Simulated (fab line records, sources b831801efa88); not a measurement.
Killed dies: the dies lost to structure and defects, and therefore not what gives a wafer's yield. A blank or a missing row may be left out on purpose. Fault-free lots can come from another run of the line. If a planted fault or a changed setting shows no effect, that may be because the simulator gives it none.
Which of the tools did it? + flow gf180mcu + 7 lots with 21 wafers sampled at 2 steps, on a route of 602 steps

== WHAT EACH GAUGE READ, for each wafer ==
GF_TOP_METAL_THK_MEAS_06: measures by xrf.
| lot  | measured     | on            | TOP_METAL_ALCU_THK (nm) |
|------|--------------|---------------|-------------------------|
| L545 | day 27 22:32 | film-metro-01 | 880 891 871             |
| L547 | day 28 20:47 | film-metro-02 | 879 878 895             |
| L550 | day 29 18:14 | film-metro-02 | 873 876 861             |
| L552 | day 30 00:39 | film-metro-01 | 893 890 884             |
| L555 | day 30 23:13 | film-metro-04 | 868 867 869             |
| L564 | day 33 06:34 | film-metro-01 | 894 904 890             |
| L566 | day 33 18:52 | film-metro-04 | 867 872 856             |

== EACH LOT AND THE TOOL THAT RAN IT (in order: tool; ch and the chambers of the sampled wafers; start) ==
| lot  | GF_M4_STRIP_18                  |
|------|---------------------------------|
| L545 | wet-bench-02 ch 1, day 24 03:35 |
| L547 | wet-bench-01 ch 2, day 25 03:14 |
| L550 | wet-bench-02 ch 2, day 26 03:35 |
| L552 | wet-bench-03 ch 3, day 26 11:59 |
| L555 | wet-bench-03 ch 2, day 27 12:13 |
| L564 | wet-bench-03 ch 0, day 30 03:37 |
| L566 | wet-bench-02 ch 2, day 30 18:04 |
- GF_M4_STRIP_18: strips in post etch residue remover, time 1200 s.

== THE ANSWER, worked out from the rows above alone ==
Rule: the lots themselves supply what counts as usual. The widest of any qualifying gaps counts: lots, ordered by their means at a reading, are off when they make up no more than a third of the lots, leave a main group of 4 or more, and stand apart from it by 3 or more times the standard deviation of that group's means. A main group is skipped when, at the precision printed for the reading in the tables above, its means are all equal. Also off: a lot with no number at a reading for which 4 or more lots have one. The other lots that the step has rows for count as sound.
Nothing can be told from this: no lot is off at any reading shown.

== WHAT WAS PUT IN BY THE SIMULATOR ==
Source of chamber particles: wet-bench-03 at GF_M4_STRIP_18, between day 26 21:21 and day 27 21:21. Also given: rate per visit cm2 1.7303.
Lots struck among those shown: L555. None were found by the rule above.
